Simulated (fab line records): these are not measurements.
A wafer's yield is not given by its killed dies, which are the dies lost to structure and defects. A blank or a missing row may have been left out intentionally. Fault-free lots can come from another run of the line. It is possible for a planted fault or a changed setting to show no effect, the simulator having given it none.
Comparing a struck lot with a sound one | flow sky130 | 15 out of 708 route steps
Sound: these wafers, L198.2, L198.3, L198.5. Struck: wafer L205.4. (L205.1, L205.6 of the same lot were not struck and are left out.) The cause comes at the end.
Per side, at each step with rows, come the tool, then ch with its chambers, and then its first start. Under that, the readings that differ: sound wafers | struck wafers | difference of the means | sigmas: that difference in standard deviations of wafers without a fault.
alike: readings with means less than 2 such deviations apart, plus words and numbers identical on both sides. not compared: withheld readings, readings lacking a value on some wafer, bounds such as >300 that could conceal the same value, and numbers that have no deviation in the record and whose values overlap.
The two part at a step that has a row with sigmas, a row that says differs or no value, or rows on one side only. Numbers that don't overlap but have no deviation are shown without sigmas and don't part them. Lack of a reading on every wafer of one side parts them only where that side has two or more wafers.

SKY_VIA2_CMP_02: polishes SiO2.
  sound on cmp-01 ch 1,3, day 37 18:29; struck on cmp-02 ch 3, day 39 18:20
  alike: head-pressure-psi, motor-current-A
SKY_VIA2_BOW_MEAS_03:
  sound on film-metro-04, day 37 18:49; struck on film-metro-04, day 39 18:35
  alike: VIA2_BOW
then, 8 steps without rows for these wafers: SKY_VIA2_DEHYDRATE_04 (time 60 s); SKY_VIA2_HMDS_05 (prime time 60 s); SKY_VIA2_COAT_06 (resist thk 60 nm); SKY_VIA2_COAT_07 (resist thk 450 nm); SKY_VIA2_SOFTBAKE_08 (time 90 s); SKY_VIA2_EXPOSE_09 (exposes mask VIM2, target cd 200 nm); SKY_VIA2_PEB_10; SKY_VIA2_DEVELOP_11 (develop time 60 s).
SKY_VIA2_CD_MEAS_12: the cd target is 200 nm.
  sound on cd-sem-02, day 38 19:49; struck on cd-sem-02, day 40 19:11
  alike: cd-nm
SKY_VIA2_OVL_MEAS_13:
  sound on overlay-01, day 38 19:55; struck on overlay-01, day 40 19:19
  alike: VIA2_OVL
SKY_VIA2_ETCH_14: etches BARC in N2/H2, stops on SiO2, time 45.9 s, target depth 60 nm.
  sound on rie-diel-03 ch 0,1,2, day 38 19:57; struck on rie-diel-03 ch 1, day 40 19:20
  reading               | sound             | struck | difference | sigmas
  bias-w (W)            | 100.1 100.0 100.1 | 95.2   | -4.9       | -16
  oes-product-au (a.u.) | 0.855 0.861 0.864 | 0.850  | -0.010     | -2
  alike: drypump-motor-current-A, throttle-valve-pct
  not compared: rf-hours-counter-h
SKY_VIA2_ETCH_15: etches SiO2 in C4F8/O2/Ar, stops on TiN, target depth 546 nm, time 84 s.
  sound on rie-diel-03 ch 0,1,2, day 38 19:59; struck on rie-diel-03 ch 1, day 40 19:23
  alike: bias-w, oes-product-au
  not compared: rf-hours-counter-h
-- the record jumps here: 8 days lie between the struck wafers' starts before and after (it left off in module VIA2 and takes up again in module PAD_OPEN, whose first step shown is number 708 of the route) --
SKY_PAD_OPEN_PROBE_99:
  sound on prober-02, day 47 18:37; struck on prober-01, day 49 07:09
  reading             | sound    | struck | difference | sigmas
  killed-at-front-end | 17 14 18 | 6      | -10        | -2
  alike: defect-limited-yield, killed_at_M0_to_M3, killed_at_M4_up, killed-at-contacts, killed-at-other, killed-dies, killed-open, killed-short, sort_bin_3_pad_short, sort_bin_5_function, sort_bin_6_memory, sort-n-pass, sort-yield-pct

== WHERE THEY PART ==
Earliest at SKY_VIA2_ETCH_14; latest, in this record, at SKY_PAD_OPEN_PROBE_99.

WHY: the cause the simulator had injected
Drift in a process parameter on rie-diel-03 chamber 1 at SKY_VIA2_ETCH_14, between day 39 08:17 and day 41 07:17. From 100, the setting bias-w moved by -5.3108. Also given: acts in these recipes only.
